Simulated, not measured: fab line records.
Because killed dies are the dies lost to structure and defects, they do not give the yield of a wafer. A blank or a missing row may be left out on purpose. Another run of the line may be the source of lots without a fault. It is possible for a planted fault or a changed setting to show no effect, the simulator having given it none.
fab line records	flow sky130
[record] lots = 6	wafers = 16	last-day = 49
route steps=708 shown LI_CONTACT@371 LOCAL_INTERCONNECT@387 CONTACT@406 VIA4@640 PAD_OPEN@708
lots that met no fault: taken from a fault-free run of the same line
start-h: hours from the record's first day to the start of the lot's first wafer shown	wait-h: hours since the lot's step before	" unchanged from the row above	L1.1+2: a single row standing in for several wafers	- value missing, or start not given	* or withheld: withheld	< > ~ a bound
route shown NAME@n: a module of which the file shows steps, and the number in the route of the first	usual: mean/standard deviation of fault-free wafers	same: alike in all rows	chamber/n: place in a boat	sites: per-site readings	_std_site: standard deviation across them	_edge_site: the outer-site mean with the inner-site mean subtracted	radius-mm: for every site, how far away it sits from the centre of the wafer	mask NAME#n: copy n	behind: the tool/chamber that last shaped the wafer	hold: cause of the lot's hold/its duration in hours/its outcome	device: the n, p or np transistor that did not switch	end of line: the tests these same wafers got at the end of their route	a step without rows: its recipe alone	killed: not the wafer's yield, but the dies lost to structure and defects at the first sort	map: a wafer's dies, marking killed ones x, the rest . and places with no die _
set.NAME: the setting the step ran with; set.NAME@STEP: the setting that earlier step ran with	model.NAME: the simulator's own value behind a step, which no gauge read
lots seen at some steps along the route; tables by step, rows by wafer
services: a tool's chamber out of use, with start hour (start-h, from the record's first day; less than 0 if before it), hours out, and reason
[[steps]]
[step SKY_LI_CONTACT_EXPOSE_09]
[recipe] mask-id = LICM1	na = 0.8	source-shape = annular	sigma-inner = 0.55	sigma-outer = 0.85	target-cd-nm = 170	dose-mj = 38
[step SKY_LI_CONTACT_PEB_10]
[recipe] peb-temp-c = withheld	peb-time-s = withheld	resist = KrF-thick
[step SKY_LI_CONTACT_DEVELOP_11]
[recipe] develop-time-s = 60	resist = KrF-thick	dev-temp-c = 21
[step SKY_LI_CONTACT_CD_MEAS_12]
[recipe] target-cd-nm = 170
[usual] cd-nm = 169.8/1.4
lot.wafer	tool	chamber	start-h	wait-h	cd-nm
L890.2	cd-sem-02	-	731.35	-	167.9
L890.3	"	-	"	"	169.1
L890.5	"	-	"	"	168.9
L891.1	cd-sem-01	-	737.33	-	169.5
L891.3	"	-	"	"	168.8
L891.4	"	-	"	"	169.5
L893.1	cd-sem-02	-	746.86	-	170.5
L893.4	"	-	"	"	169.5
L893.6	"	-	"	"	170.9
L894.1	cd-sem-01	-	760.78	-	169.9
L894.3	"	-	"	"	170.2
L894.6	"	-	"	"	169.9
L900.1	cd-sem-02	-	810.91	-	170.3
L900.2	"	-	"	"	171.0
L902.1	cd-sem-01	-	819.78	-	168.0
L902.3	"	-	"	"	168.3
[step SKY_LI_CONTACT_OVL_MEAS_13]
[usual] LI_CONTACT_OVL = -2/5.3
lot.wafer	tool	chamber	start-h	wait-h	LI_CONTACT_OVL[nm]
L890.2	overlay-01	-	731.46	0.1	-5
L890.3	"	-	"	"	-2
L890.5	"	-	"	"	-1
L891.1	overlay-02	-	737.45	0.1	-4
L891.3	"	-	"	"	-2
L891.4	"	-	"	"	-2
L893.1	overlay-01	-	746.98	0.1	-4
L893.4	"	-	"	"	0
L893.6	"	-	"	"	3
L894.1	overlay-01	-	760.90	0.1	0
L894.3	"	-	"	"	-13
L894.6	"	-	"	"	-2
L900.1	overlay-02	-	811.03	0.1	-6
L900.2	"	-	"	"	-7
L902.1	overlay-02	-	819.90	0.1	3
L902.3	"	-	"	"	2
[step SKY_LI_CONTACT_ETCH_14]
[recipe] chemistry = N2/H2	target = BARC	ion-energy-ev = 200	source-w = 500	bias-w = 100	pressure-mtorr = 30	n2-flow-sccm = 100	h2-flow-sccm = 200	stop-on = SiO2	time-s = 45.9	target-depth-a = 600
[step SKY_LI_CONTACT_ETCH_15]
[recipe] target = PSG	chemistry = C4F8/O2/Ar	stop-on = Si	taper-deg = 4.15	mask-material = KrF-thick	source-w = 1500	bias-w = 1200	pressure-mtorr = 40	c4f8-flow-sccm = withheld	O2_flow_sccm = 6	Ar_flow_sccm = 300	time-s = withheld	target-depth-a = 6000
[step SKY_LI_CONTACT_STRIP_16]
[recipe] chemistry = O2/N2	power-w = 1400	pressure-mtorr = 1500	platen-temp-c = withheld	o2-flow-sccm = 3000	n2-flow-sccm = 300	overash-fraction = 0.5
[usual] drypump-motor-current-A = 6.0/0.5	oes-product-au = 0.376/0.0048	strip-time-to-endpoint-s = 3.50/0.031
[same] overash-fraction = 0.5
lot.wafer	tool	chamber	start-h	wait-h	drypump-motor-current-A	oes-product-au	rf-hours-counter-h	strip-time-to-endpoint-s
L890.2	plasma-asher-02	0	731.62	-	5.3	0.380	103	3.52
L890.3	"	1	"	"	5.7	0.379	-	3.54
L890.5	"	0	"	"	5.3	0.371	-	3.50
L891.1	plasma-asher-01	0	737.62	-	6.5	0.371	92	3.46
L891.3	"	1	"	"	6.6	0.376	-	3.54
L891.4	"	0	"	"	6.5	0.371	-	3.47
L893.1	plasma-asher-02	0	747.14	-	5.3	0.378	0	3.46
L893.4	"	1	"	"	5.7	0.374	-	3.49
L893.6	"	0	"	"	5.3	0.373	-	3.50
L894.1	plasma-asher-01	1	761.07	-	6.6	0.375	94	3.48
L894.3	"	1	"	"	6.6	0.363	-	3.46
L894.6	"	0	"	"	6.5	0.379	-	3.46
L900.1	plasma-asher-02	1	811.19	-	5.7	0.374	7	3.48
L900.2	"	0	"	"	5.3	0.376	7	3.45
L902.1	plasma-asher-03	0	820.07	-	5.6	0.372	38	3.49
L902.3	"	1	"	"	5.8	0.375	-	3.50
[step SKY_LI_CONTACT_CLEAN_17]
[recipe] chemistry = NMP	time-s = 600	temp-c = 60	dry = n2-spin
[step SKY_LI_CONTACT_PRE_CLEAN_18]
[recipe] gas = Ar	time-s = 5.6	bias-v = 358
[step SKY_LI_CONTACT_SPUTTER_19]
[recipe] material = Ti	target-thk-nm = 20	chamber-pressure-pa = 5	power-w = 2500	substrate-temp-c = 200	time-s = 106.37
[usual] throttle-valve-pct = 29.9/1.2
lot.wafer	tool	chamber	start-h	wait-h	throttle-valve-pct
L890.2	pvd-sputter-03	-	731.91	0.0	31.6
L890.3	"	-	"	"	30.0
L890.5	"	-	"	"	31.4
L891.1	pvd-sputter-04	-	737.91	0.0	29.8
L891.3	"	-	"	"	30.3
L891.4	"	-	"	"	28.2
L893.1	pvd-sputter-01	-	747.43	0.0	29.7
L893.4	"	-	"	"	30.7
L893.6	"	-	"	"	30.5
L894.1	pvd-sputter-04	-	761.38	0.0	29.4
L894.3	"	-	"	"	31.6
L894.6	"	-	"	"	28.5
L900.1	pvd-sputter-03	-	811.49	0.0	28.8
L900.2	"	-	"	"	29.9
L902.1	pvd-sputter-03	-	820.38	0.0	30.3
L902.3	"	-	"	"	30.6
[step SKY_LI_CONTACT_SPUTTER_20]
[recipe] material = TiN	target-thk-nm = 20	chamber-pressure-pa = 5	power-w = 4000	time-s = 80
[step SKY_LI_CONTACT_CVD_21]
[recipe] material = W	target-thk-nm = 400	time-s = 120.56	temp-c = 400	pressure-torr = 40
[usual] heater-power-w = 890/48
lot.wafer	tool	chamber	start-h	wait-h	heater-power-w	model.W_of_LI_CONTACT_CVD_21.thk-nm
L890.2	cvd-w-02	1	732.05	0.0	816	398
L890.3	"	0	"	"	903	392.5
L890.5	"	0	"	"	915	390.3
L891.1	cvd-w-02	1	738.05	0.0	828	394.1
L891.3	"	0	"	"	906	392.4
L891.4	"	1	"	"	822	392.3
L893.1	cvd-w-01	0	747.57	0.0	929	407.2
L893.4	"	0	"	"	922	412.9
L893.6	"	0	"	"	958	407.4
L894.1	cvd-w-02	1	761.51	0.0	806	399.8
L894.3	"	0	"	"	918	396.9
L894.6	"	1	"	"	818	400.2
L900.1	cvd-w-01	0	811.62	0.0	943	413.5
L900.2	"	1	"	"	905	388.4
L902.1	cvd-w-01	0	820.51	0.0	943	415.1
L902.3	"	0	"	"	922	410.8
[step SKY_LI_CONTACT_RS_MEAS_22]
[recipe] thk-meas-gauge = four-point-probe	reads = W_of_LI_CONTACT_CVD_21+TiN_of_LI_CONTACT_SPUTTER_20+Ti_of_LI_CONTACT_SPUTTER_19
[usual] LI_CONTACT_W_RS = 0.286/0.0039
lot.wafer	tool	chamber	start-h	wait-h	LI_CONTACT_W_RS[ohm/sq]
L890.2	film-metro-04	-	732.19	0.1	0.287
L890.3	"	-	"	"	0.291
L890.5	"	-	"	"	0.292
L891.1	film-metro-01	-	738.17	0.1	0.288
L891.3	"	-	"	"	0.290
L891.4	"	-	"	"	0.290
L893.1	film-metro-01	-	747.70	0.1	0.280
L893.4	"	-	"	"	0.275
L893.6	"	-	"	"	0.279
L894.1	film-metro-02	-	761.64	0.1	0.285
L894.3	"	-	"	"	0.286
L894.6	"	-	"	"	0.285
L900.1	film-metro-02	-	811.75	0.1	0.275
L900.2	"	-	"	"	0.293
L902.1	film-metro-01	-	820.64	0.1	0.274
L902.3	"	-	"	"	0.277
[step SKY_LI_CONTACT_THK_MEAS_23]
[recipe] thk-meas-gauge = xrf	reads = W_of_LI_CONTACT_CVD_21
[usual] LI_CONTACT_W_THK = 392/5.9
lot.wafer	tool	chamber	start-h	wait-h	LI_CONTACT_W_THK[nm]
L890.2	film-metro-04	-	732.30	0.1	397
L890.3	"	-	"	"	390
L890.5	"	-	"	"	386
L891.1	film-metro-01	-	738.29	0.1	387
L891.3	"	-	"	"	389
L891.4	"	-	"	"	388
L893.1	film-metro-01	-	747.82	0.1	404
L893.4	"	-	"	"	404
L893.6	"	-	"	"	401
L894.1	film-metro-02	-	761.76	0.1	389
L894.3	"	-	"	"	388
L894.6	"	-	"	"	390
L900.1	film-metro-02	-	811.87	0.1	403
L900.2	"	-	"	"	380
L902.1	film-metro-01	-	820.76	0.1	403
L902.3	"	-	"	"	398
[step SKY_LI_CONTACT_CMP_24]
[recipe] stop-on = PSG	t-overpolish-s = 20	down-force-psi = 3.5	platen-rpm = 60	target-thk-nm = 0	pad-velocity-m-s = 0.94248
[step SKY_LOCAL_INTERCONNECT_SPUTTER_00]
[recipe] material = TiN	target-thk-nm = 100	temp-c = 300	power-w = 6500	time-s = 83.3	chamber-pressure-pa = 0.4
[step SKY_LOCAL_INTERCONNECT_RS_MEAS_01]
[recipe] thk-meas-gauge = four-point-probe	reads = TiN_of_LOCAL_INTERCONNECT_SPUTTER_00
[usual] LOCAL_INTERCONNECT_TIN_RS = 14.14/0.14
lot.wafer	tool	chamber	start-h	wait-h	LOCAL_INTERCONNECT_TIN_RS[ohm/sq]
L890.2	film-metro-01	-	732.74	0.1	14.19
L890.3	"	-	"	"	14.19
L890.5	"	-	"	"	14.18
L891.1	film-metro-03	-	738.72	0.0	13.91
L891.3	"	-	"	"	13.95
L891.4	"	-	"	"	13.94
L893.1	film-metro-02	-	748.24	0.0	14.03
L893.4	"	-	"	"	14.00
L893.6	"	-	"	"	14.00
L894.1	film-metro-03	-	762.18	0.0	14.20
L894.3	"	-	"	"	14.29
L894.6	"	-	"	"	14.06
L900.1	film-metro-03	-	812.29	0.0	14.10
L900.2	"	-	"	"	14.04
L902.1	film-metro-02	-	821.18	0.0	14.12
L902.3	"	-	"	"	14.05
[step SKY_LOCAL_INTERCONNECT_THK_MEAS_02]
[recipe] thk-meas-gauge = xrf	reads = TiN_of_LOCAL_INTERCONNECT_SPUTTER_00
[usual] LOCAL_INTERCONNECT_TIN_THK = 99.8/0.98
lot.wafer	tool	chamber	start-h	wait-h	LOCAL_INTERCONNECT_TIN_THK[nm]
L890.2	film-metro-01	-	732.85	0.1	98.7
L890.3	"	-	"	"	98.9
L890.5	"	-	"	"	98.9
L891.1	film-metro-03	-	738.84	0.1	101.4
L891.3	"	-	"	"	100.8
L891.4	"	-	"	"	101.6
L893.1	film-metro-02	-	748.36	0.1	100.3
L893.4	"	-	"	"	100.6
L893.6	"	-	"	"	100.5
L894.1	film-metro-03	-	762.30	0.1	100.0
L894.3	"	-	"	"	99.7
L894.6	"	-	"	"	101.0
L900.1	film-metro-03	-	812.41	0.1	100.0
L900.2	"	-	"	"	100.1
L902.1	film-metro-02	-	821.30	0.1	99.0
L902.3	"	-	"	"	99.9
[step SKY_LOCAL_INTERCONNECT_DEHYDRATE_03]
[recipe] temp-c = 200	time-s = 60
[step SKY_LOCAL_INTERCONNECT_HMDS_04]
[recipe] prime-time-s = 60	prime-temp-c = 120
[step SKY_LOCAL_INTERCONNECT_COAT_05]
[recipe] resist = BARC	temp-c = withheld	time-s = withheld	spin-rpm = 3000	resist-thk-nm = 60
[step SKY_LOCAL_INTERCONNECT_COAT_06]
[recipe] resist = KrF-thick	spin-rpm = 3000	resist-thk-nm = 450
[step SKY_LOCAL_INTERCONNECT_SOFTBAKE_07]
[recipe] temp-c = 100	time-s = 90	resist = KrF-thick
[step SKY_LOCAL_INTERCONNECT_EXPOSE_08]
[recipe] mask-id = LI1M	na = 0.8	source-shape = annular	sigma-inner = 0.55	sigma-outer = 0.85	target-cd-nm = 170	dose-mj = 28
[step SKY_LOCAL_INTERCONNECT_PEB_09]
[recipe] peb-temp-c = withheld	peb-time-s = withheld	resist = KrF-thick
[step SKY_LOCAL_INTERCONNECT_DEVELOP_10]
[recipe] develop-time-s = 60	resist = KrF-thick	dev-temp-c = 21
[step SKY_LOCAL_INTERCONNECT_CD_MEAS_11]
[recipe] target-cd-nm = 170
[usual] cd-nm = 170.5/1.7
lot.wafer	tool	chamber	start-h	wait-h	cd-nm
L890.2	cd-sem-01	-	760.34	-	168.6
L890.3	"	-	"	"	169.2
L890.5	"	-	"	"	169.9
L891.1	cd-sem-02	-	766.92	-	170.9
L891.3	"	-	"	"	169.8
L891.4	"	-	"	"	170.2
L893.1	cd-sem-02	-	775.62	-	174.4
L893.4	"	-	"	"	173.8
L893.6	"	-	"	"	174.1
L894.1	cd-sem-02	-	788.92	-	171.8
L894.3	"	-	"	"	171.0
L894.6	"	-	"	"	171.1
L900.1	cd-sem-02	-	838.16	-	171.4
L900.2	"	-	"	"	171.4
L902.1	cd-sem-01	-	847.77	-	169.0
L902.3	"	-	"	"	168.6
[step SKY_LOCAL_INTERCONNECT_OVL_MEAS_12]
[usual] LOCAL_INTERCONNECT_OVL = 3/5.3
lot.wafer	tool	chamber	start-h	wait-h	LOCAL_INTERCONNECT_OVL[nm]
L890.2	overlay-01	-	760.44	0.1	3
L890.3	"	-	"	"	0
L890.5	"	-	"	"	-5
L891.1	overlay-01	-	767.04	0.1	-2
L891.3	"	-	"	"	1
L891.4	"	-	"	"	-3
L893.1	overlay-01	-	775.74	0.1	10
L893.4	"	-	"	"	11
L893.6	"	-	"	"	-1
L894.1	overlay-02	-	789.04	0.1	-3
L894.3	"	-	"	"	1
L894.6	"	-	"	"	4
L900.1	overlay-02	-	838.28	0.1	-9
L900.2	"	-	"	"	-7
L902.1	overlay-01	-	847.89	0.1	0
L902.3	"	-	"	"	6
[step SKY_LOCAL_INTERCONNECT_ETCH_13]
[recipe] chemistry = N2/H2	target = BARC	ion-energy-ev = 200	bias-w = 100	pressure-mtorr = 30	n2-flow-sccm = 100	h2-flow-sccm = 200	icp-w = 500	stop-on = SiO2	time-s = 45.9	target-depth-a = 600
[usual] drypump-motor-current-A = 6.19/0.17	he-backside-leak-sccm = 3.4/0.34	oes-product-au = 0.855/0.0047	throttle-valve-pct = 13.225/0.009
lot.wafer	tool	chamber	start-h	wait-h	drypump-motor-current-A	he-backside-leak-sccm	oes-product-au	rf-hours-counter-h	throttle-valve-pct
L890.2	rie-metal-02	0	760.47	0.0	5.92	3.4	0.858	10	13.229
L890.3	"	1	"	"	6.31	3.2	0.858	-	13.224
L890.5	"	0	"	"	5.90	3.5	0.859	-	13.245
L891.1	rie-metal-04	0	767.07	0.0	6.09	3.4	0.847	12	13.219
L891.3	"	0	"	"	6.10	3.3	0.857	-	13.235
L891.4	"	1	"	"	6.34	3.2	0.851	-	13.230
L893.1	rie-metal-04	0	775.77	0.0	6.10	3.7	0.854	12	13.220
L893.4	"	1	"	"	6.33	3.4	0.861	-	13.231
L893.6	"	1	"	"	6.33	3.4	0.862	-	13.218
L894.1	rie-metal-02	0	789.07	0.0	5.93	3.3	0.858	11	13.224
L894.3	"	0	"	"	5.93	3.3	0.857	-	13.232
L894.6	"	0	"	"	5.91	3.2	0.852	-	13.243
L900.1	rie-metal-02	1	838.31	0.0	6.30	3.2	0.855	8	13.219
L900.2	"	0	"	"	5.92	3.3	0.855	13	13.219
L902.1	rie-metal-01	1	847.93	0.0	6.29	3.2	0.862	14	13.216
L902.3	"	0	"	"	6.30	3.4	0.854	-	13.215
[step SKY_LOCAL_INTERCONNECT_METAL_ETCH_14]
[recipe] target-depth-nm = 110	stop-on = PSG	chemistry = Cl2/BCl3	target = TiN	resist-sidewall-deg = 88	pressure-mtorr = 10	icp-w = 900	bias-w = 48.5	Cl2_flow_sccm = 60	bcl3-flow-sccm = 30	time-s = 31.4
[usual] drypump-motor-current-A = 6.18/0.17	he-backside-leak-sccm = 3.36/0.16	oes-product-au = 0.942/0.0066	throttle-valve-pct = 21.899/0.0093
lot.wafer	tool	chamber	start-h	wait-h	drypump-motor-current-A	he-backside-leak-sccm	oes-product-au	rf-hours-counter-h	throttle-valve-pct
L890.2	rie-metal-02	0	760.54	0.0	5.89	3.13	0.941	10	21.896
L890.3	"	1	"	"	6.34	3.46	0.934	-	21.888
L890.5	"	0	"	"	5.86	3.14	0.947	-	21.911
L891.1	rie-metal-04	0	767.14	0.0	6.09	3.51	0.943	12	21.897
L891.3	"	0	"	"	6.09	3.52	0.949	-	21.895
L891.4	"	1	"	"	6.33	3.42	0.947	-	21.886
L893.1	rie-metal-04	0	775.84	0.0	6.08	3.63	0.950	12	21.895
L893.4	"	1	"	"	6.33	3.49	0.948	-	21.903
L893.6	"	1	"	"	6.35	3.43	0.947	-	21.906
L894.1	rie-metal-02	0	789.14	0.0	5.88	3.19	0.947	11	21.905
L894.3	"	0	"	"	5.88	3.19	0.940	-	21.897
L894.6	"	0	"	"	5.89	3.18	0.950	-	21.901
L900.1	rie-metal-02	1	838.38	0.0	6.31	3.04	0.944	8	21.894
L900.2	"	0	"	"	5.89	3.49	0.943	13	21.899
L902.1	rie-metal-01	1	847.99	0.0	6.27	3.31	0.951	15	21.893
L902.3	"	0	"	"	6.27	3.37	0.938	-	21.895
[step SKY_LOCAL_INTERCONNECT_STRIP_15]
[recipe] chemistry = O2/N2	power-w = 1400	pressure-mtorr = 1500	platen-temp-c = withheld	o2-flow-sccm = 3000	n2-flow-sccm = 300	overash-fraction = 0.5
[step SKY_LOCAL_INTERCONNECT_STRIP_16]
[recipe] chemistry = post-etch-residue-remover	time-s = 1200	temp-c = 72.5
[step SKY_LOCAL_INTERCONNECT_CLEAN_17]
[recipe] chemistry = IPA	time-s = 180	temp-c = 25
[step SKY_LOCAL_INTERCONNECT_CLEAN_18]
[recipe] chemistry = O3/DIW	dry = n2-spin
[step SKY_CONTACT_CVD_00]
[recipe] material = Si3N4	target-thk-nm = 75	temp-c = 400	time-s = withheld	rf-w = 450
[usual] heater-power-w = 750/84
lot.wafer	tool	chamber	start-h	wait-h	heater-power-w
L890.2	pecvd-03	0	761.18	0.0	796
L890.3	"	2	"	"	729
L890.5	"	2	"	"	713
L891.1	pecvd-02	1	767.79	0.0	852
L891.3	"	2	"	"	869
L891.4	"	2	"	"	882
L893.1	pecvd-01	0	776.48	0.0	646
L893.4	"	2	"	"	769
L893.6	"	1	"	"	709
L894.1	pecvd-01	1	789.81	0.0	828
L894.3	"	2	"	"	766
L894.6	"	1	"	"	835
L900.1	pecvd-03	1	839.02	0.0	630
L900.2	"	2	"	"	725
L902.1	pecvd-03	2	848.67	0.0	850
L902.3	"	0	"	"	790
[step SKY_CONTACT_THK_MEAS_01]
[recipe] reads = Si3N4_of_CONTACT_CVD_00
[usual] CONTACT_CVD_00_THK = 74.8/0.99
lot.wafer	tool	chamber	start-h	wait-h	CONTACT_CVD_00_THK[nm]
L890.2	film-metro-03	-	761.22	-	74.7
L890.3	"	-	"	"	75.3
L890.5	"	-	"	"	75.7
L891.1	film-metro-01	-	767.82	-	74.4
L891.3	"	-	"	"	74.6
L891.4	"	-	"	"	75.3
L893.1	film-metro-01	-	776.51	-	74.8
L893.4	"	-	"	"	75.8
L893.6	"	-	"	"	76.7
L894.1	film-metro-01	-	789.85	-	75.0
L894.3	"	-	"	"	75.3
L894.6	"	-	"	"	77.1
L900.1	film-metro-01	-	839.06	-	73.5
L900.2	"	-	"	"	73.8
L902.1	film-metro-04	-	848.70	-	74.2
L902.3	"	-	"	"	73.4
[step SKY_CONTACT_HDPCVD_02]
[recipe] material = SiO2	target-thk-nm = 565	sigma-open-frac = 0.3	time-s = 94.2	temp-c = 600	sih4-flow-sccm = 60	pressure-mtorr = 6
[step SKY_CONTACT_THK_MEAS_03]
[recipe] reads = SiO2_of_CONTACT_HDPCVD_02
[usual] CONTACT_HDPCVD_THK = 564/5.3
lot.wafer	tool	chamber	start-h	wait-h	CONTACT_HDPCVD_THK[nm]
L890.2	film-metro-04	-	761.35	0.0	572
L890.3	"	-	"	"	562
L890.5	"	-	"	"	568
L891.1	film-metro-04	-	767.95	0.0	559
L891.3	"	-	"	"	553
L891.4	"	-	"	"	559
L893.1	film-metro-04	-	776.64	0.0	568
L893.4	"	-	"	"	562
L893.6	"	-	"	"	562
L894.1	film-metro-04	-	789.97	0.0	563
L894.3	"	-	"	"	559
L894.6	"	-	"	"	562
L900.1	film-metro-03	-	839.19	0.0	558
L900.2	"	-	"	"	564
L902.1	film-metro-03	-	848.83	0.0	566
L902.3	"	-	"	"	571
[step SKY_CONTACT_CMP_04]
[recipe] material = SiO2	down-force-psi = 4	platen-rpm = 60	pad-velocity-m-s = 0.94248
[step SKY_CONTACT_BOW_MEAS_05]
[recipe] mode = bow
[usual] CONTACT_BOW = 79/7.7
lot.wafer	tool	chamber	start-h	wait-h	CONTACT_BOW[um]
L890.2	film-metro-04	-	761.72	0.1	67
L890.3	"	-	"	"	80
L890.5	"	-	"	"	81
L891.1	film-metro-04	-	768.31	0.1	74
L891.3	"	-	"	"	67
L891.4	"	-	"	"	68
L893.1	film-metro-03	-	777.00	0.2	84
L893.4	"	-	"	"	80
L893.6	"	-	"	"	82
L894.1	film-metro-03	-	790.33	0.2	94
L894.3	"	-	"	"	83
L894.6	"	-	"	"	74
L900.1	film-metro-01	-	839.55	0.1	81
L900.2	"	-	"	"	77
L902.1	film-metro-04	-	849.19	0.2	75
L902.3	"	-	"	"	86
[step SKY_CONTACT_DEHYDRATE_06]
[recipe] temp-c = 200	time-s = 60
[step SKY_VIA4_THK_MEAS_01]
[recipe] reads = SiO2_of_VIA4_HDPCVD_00
[usual] VIA4_HDPCVD_THK = 1749/15
lot.wafer	tool	chamber	start-h	wait-h	hold	VIA4_HDPCVD_THK[nm]
L890.2	film-metro-03	-	1026.25	0.1	-	1747
L890.3	"	-	"	"	-	1756
L890.5	"	-	"	"	-	1746
L891.1	film-metro-03	-	1031.31	0.1	-	1770
L891.3	"	-	"	"	-	1776
L891.4	"	-	"	"	-	1743
L893.1	film-metro-03	-	1039.80	0.1	-	1742
L893.4	"	-	"	"	-	1725
L893.6	"	-	"	"	-	1726
L894.1	film-metro-03	-	1051.06	0.1	-	1747
L894.3	"	-	"	"	-	1750
L894.6	"	-	"	"	-	1766
L900.1	film-metro-01	-	1089.32	0.1	await-dispo/0.2h/release	1744
L900.2	"	-	"	"	await-dispo/0.2h/release	1741
L900.1	film-metro-01	-	1089.54	0.2	-	1744
L900.2	"	-	"	"	-	1738
L902.1	film-metro-03	-	1097.11	0.1	await-dispo/0.2h/release	1756
L902.3	"	-	"	"	await-dispo/0.2h/release	1757
L902.1	film-metro-03	-	1097.34	0.2	-	1755
L902.3	"	-	"	"	-	1754
[step SKY_VIA4_CMP_02]
[recipe] material = SiO2	down-force-psi = 4	platen-rpm = 60	pad-velocity-m-s = 0.94248
[usual] motor-current-A = 11.1/1.4	slurry-flow-ml-min = 150.0/0.45
lot.wafer	tool	chamber	start-h	wait-h	hold	motor-current-A	slurry-flow-ml-min
L890.3	cmp-02	2	1026.56	0.3	-	8.2	150.3
L890.2	"	3	"	"	-	10.9	149.3
L890.5	"	2	"	"	-	8.6	150.3
L891.1	cmp-02	1	1031.91	0.6	-	12.6	150.3
L891.4	"	2	"	"	-	8.5	149.7
L891.3	"	3	"	"	-	11.2	150.0
L893.1	cmp-02	0	1039.86	0.1	-	12.6	149.6
L893.4	"	3	"	"	-	11.8	150.0
L893.6	"	1	"	"	-	12.2	150.6
L894.1	cmp-02	2	1051.17	0.1	-	8.3	150.7
L894.3	"	3	"	"	-	10.4	150.2
L894.6	"	1	"	"	-	12.5	150.2
L900.2	cmp-01	2	1092.16	2.6	await-dispo/2.5h/release	9.8	150.3
L900.1	"	0	"	"	await-dispo/2.5h/release	11.2	149.4
L902.3	cmp-02	0	1099.37	2.0	await-dispo/1.9h/release	11.9	149.2
L902.1	"	2	"	"	await-dispo/1.9h/release	8.8	150.3
[step SKY_PAD_OPEN_PROBE_99]
[usual] killed_at_M0_to_M3 = 45/6.8	killed_at_M4_up = 3.2/1.6	killed-at-contacts = 24/5.1	killed-at-front-end = 14/4.4	killed-at-other = 0.4/0.65	killed-dies = 87/8.8	killed-open = 47/7.2	killed-short = 39/6.1
[same] gross-dies = 492	killed-at-back-side = 0
lot.wafer	tool	chamber	start-h	wait-h	killed_at_M0_to_M3	killed_at_M4_up	killed-at-contacts	killed-at-front-end	killed-at-other	killed-dies	killed-open	killed-short
L890.2	prober-02	-	1114.89	0.1	36	1	26	10	0	73	51	21
L890.3	prober-02	-	1114.94	0.2	44	3	20	18	0	85	43	40
L890.5	prober-02	-	1115.04	0.2	44	3	39	7	0	93	51	42
L894.1	prober-02	-	1137.81	0.1	55	3	27	19	0	104	57	47
L894.3	prober-02	-	1137.91	0.2	45	5	22	15	2	89	38	51
L894.6	prober-02	-	1138.06	0.2	57	4	23	18	0	102	62	40
L900.1	prober-02	-	1169.99	0.1	44	6	20	12	0	82	43	39
L900.2	prober-02	-	1170.04	0.1	37	6	22	16	0	81	46	35
// killed by level:class
L890.2 CONTACT:geometric-particle:open=16 VIA1:geometric-particle:open=13 VIA3:geometric-particle:open=7 FIELD_ISO:geometric-particle:open=4 CONTACT:geometric-particle:short=4 VIA1:geometric-particle:short=4 VIA2:geometric-particle:open=4 FIELD_ISO:geometric-particle:short=3
L890.3 VIA2:geometric-particle:open=9 CONTACT:geometric-particle:open=7 VIA1:geometric-particle:open=7 FIELD_ISO:geometric-particle:short=6 LI_CONTACT:geometric-particle:open=5 VIA1:geometric-particle:short=5 VIA3:geometric-particle:open=4 POLY_GATE:geometric-particle:open=4
L890.5 CONTACT:geometric-particle:open=12 CONTACT:geometric-particle:short=10 METAL2:geometric-particle:short=10 VIA2:geometric-particle:open=9 VIA1:geometric-particle:open=8 LOCAL_INTERCONNECT:geometric-particle:short=7 LI_CONTACT:geometric-particle:open=6 VIA3:geometric-particle:open=5
L894.1 VIA1:geometric-particle:open=12 VIA1:geometric-particle:short=10 LI_CONTACT:geometric-particle:open=10 POLY_GATE:geometric-particle:open=8 CONTACT:geometric-particle:open=8 VIA2:geometric-particle:open=6 METAL1:geometric-particle:short=6 VIA2:geometric-particle:short=5
L894.3 VIA1:geometric-particle:open=11 VIA1:geometric-particle:short=7 METAL1:geometric-particle:short=7 CONTACT:geometric-particle:open=6 VIA2:geometric-particle:short=6 LOCAL_INTERCONNECT:geometric-particle:short=5 CONTACT:geometric-particle:short=5 POLY_GATE:geometric-particle:open=4
L894.6 VIA1:geometric-particle:open=13 VIA2:geometric-particle:open=10 LI_CONTACT:geometric-particle:open=7 METAL2:geometric-particle:short=6 VIA2:geometric-particle:short=6 FIELD_ISO:geometric-particle:open=5 VIA3:geometric-particle:open=5 CONTACT:geometric-particle:open=5
L900.1 CONTACT:geometric-particle:open=11 VIA3:geometric-particle:open=9 VIA1:geometric-particle:open=8 METAL1:geometric-particle:short=5 FIELD_ISO:geometric-particle:open=4 FIELD_ISO:geometric-particle:short=4 CONTACT:geometric-particle:short=4 VIA1:geometric-particle:short=4
L900.2 VIA1:geometric-particle:open=12 LI_CONTACT:geometric-particle:open=7 CONTACT:geometric-particle:open=7 METAL1:geometric-particle:short=6 VIA1:geometric-particle:short=5 METAL4:geometric-particle:short=5 POLY_GATE:geometric-particle:open=4 LOCAL_INTERCONNECT:geometric-particle:short=4
[[services]]
tool	chamber	start-h	hours	kind
plasma-asher-02	-	733.75	9.0	pm
cmp-02	-	744.00	4.0	pm
cmp-02	-	747.50	1.2	repair
rie-metal-04	-	762.89	2.8	pm
cmp-02	-	782.22	17.9	pm
cmp-02	-	800.61	0.6	repair
plasma-asher-02	-	821.24	12.2	pm
cmp-02	-	852.34	0.8	repair
cmp-02	-	864.46	4.5	pm
cmp-02	-	876.24	1.0	repair
cmp-02	-	893.70	0.6	repair
cvd-w-02	-	904.00	14.0	pm
rie-metal-04	-	913.56	0.7	repair
rie-metal-02	-	956.76	1.4	pm
cmp-02	-	964.60	0.3	repair
rie-metal-02	0	969.84	10.9	repair
cvd-w-02	-	1031.40	0.8	repair
cvd-w-02	-	1043.35	2.6	repair
cmp-02	-	1055.84	0.7	repair
cmp-02	-	1063.06	2.0	repair
cmp-02	-	1070.30	10.6	repair
cmp-02	-	1079.00	12.3	repair
cmp-02	-	1081.55	2.7	repair
cmp-02	-	1091.30	4.0	pm
[[key]]
first-sign none at tools or gauges
[model-effect] step = SKY_LI_CONTACT_CVD_21	value = W_of_LI_CONTACT_CVD_21.thk-nm	without = 403	struck = 414.3
met-at SKY_LI_CONTACT_CVD_21
struck-wafers L900.1,L902.1
tester-left-out L900,L902
onset-between 747.57 811.62
[fault] kind = process-parameter-drift	tool = cvd-w-01	chamber = -	onset-h = 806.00	steps = SKY_LI_CONTACT_CVD_21	channel = target-thk-nm	offset = 11.124	shape = step	end-h = 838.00	scope = struck-wafers-only	acts-in = these-recipes-only	stated = 400
// tester-left-out: of these lots the tester's yield and bins aren't shown, on N5 and GAA mostly nor the transistor test; their killed dies are dies lost to structure and defects alone, not to doping, threshold or leakage, so they don't give the yield
